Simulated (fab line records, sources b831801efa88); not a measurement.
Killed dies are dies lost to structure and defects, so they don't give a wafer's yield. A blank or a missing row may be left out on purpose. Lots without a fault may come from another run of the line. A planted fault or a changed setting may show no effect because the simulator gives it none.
Chamber matching | flow sky130 | SKY_VIA3_CMP_02 on cmp-02: 4 sister chambers
The step polishes SiO2. 8 wafers are shown with their chamber, then 8 later ones without.

WAFERS WITH THEIR CHAMBER
wafer  | chamber | motor_current_A (A) | slurry_filter_dp_kPa (kPa)
L913.3 | 1       | 13.8                | 13.62
L918.2 | 3       | 10.1                | 13.54
L918.3 | 2       | 11.1                | 13.50
L918.6 | 0       | 11.5                | 13.54
L924.1 | 3       | 10.2                | 13.56
L924.2 | 1       | 13.5                | 13.48
L924.4 | 2       | 10.8                | 13.36
L928.2 | 0       | 11.6                | 13.76

WAFERS WITHOUT THEIR CHAMBER
wafer  | motor_current_A (A) | slurry_filter_dp_kPa (kPa)
L928.4 | 13.3                | 13.78
L928.5 | 10.0                | 13.55
L933.1 | 10.3                | 13.68
L933.3 | 11.4                | 13.35
L933.5 | 14.0                | 13.39
L934.2 | 10.0                | 13.45
L934.3 | 11.1                | 13.75
L934.6 | 13.7                | 13.65

WHICH CHAMBER EACH WENT THROUGH
wafer  | from the rows above     | in truth
L928.4 | 1                       | 1
L928.5 | 3                       | 3
L933.1 | 3                       | 3
L933.3 | can't be placed: 2 or 0 | 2
L933.5 | 1                       | 1
L934.2 | 3                       | 3
L934.3 | can't be placed: 0 or 2 | 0
L934.6 | 1                       | 1
Placed correctly: 6 of 8. Can't be placed from these rows: 2 (the true chamber is among the candidates in 2). Placed wrongly: 0.
How it was worked out, from the rows above alone: a wafer's distance from a chamber is the root of the sum, over the readings, of the square of ((its reading less the chamber's mean) divided by the reading's scatter). The wafer belongs to the nearest chamber; if the next one is less than 2 further off, it can't be placed. A chamber's mean is the mean of its shown wafers. The scatter: the root of (the sum of the squares of (reading less its chamber's mean) over the shown wafers, divided by (wafers less chambers)).
